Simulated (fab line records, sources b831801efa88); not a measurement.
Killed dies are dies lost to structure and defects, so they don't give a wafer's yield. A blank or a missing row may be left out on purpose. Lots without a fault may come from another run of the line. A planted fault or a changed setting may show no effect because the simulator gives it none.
Chamber matching | flow gf180mcu | GF_CONTACT_CMP_04 on cmp-01: 3 sister chambers
The step polishes SiO2. 3 wafers are shown with their chamber, then 5 later ones without.

WAFERS WITH THEIR CHAMBER
wafer  | chamber | motor_current_A (A)
L223.3 | 1       | 11.9
L223.6 | 3       | 12.8
L224.5 | 0       | 12.5

WAFERS WITHOUT THEIR CHAMBER
wafer  | motor_current_A (A)
L224.6 | 12.3
L230.1 | 11.5
L230.2 | 12.7
L231.4 | 12.2
L231.5 | 11.8

WHICH CHAMBER EACH WENT THROUGH
wafer  | from the rows above          | in truth
L224.6 | can't be placed: 0 or 1 or 3 | 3
L230.1 | 1                            | 1
L230.2 | can't be placed: 3 or 0      | 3
L231.4 | can't be placed: 1 or 0 or 3 | 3
L231.5 | 1                            | 1
Placed correctly: 2 of 5. Can't be placed from these rows: 3 (the true chamber is among the candidates in 3). Placed wrongly: 0.
How it was worked out, from the rows above alone: a wafer's distance from a chamber is the root of the sum, over the readings, of the square of ((its reading less the chamber's mean) divided by the reading's scatter). The wafer belongs to the nearest chamber; if the next one is less than 2 further off, it can't be placed. A chamber's mean is the mean of its shown wafers. The scatter: with one shown wafer a chamber, the root of the mean of the squares of how far each hidden wafer lies from its nearest shown one.
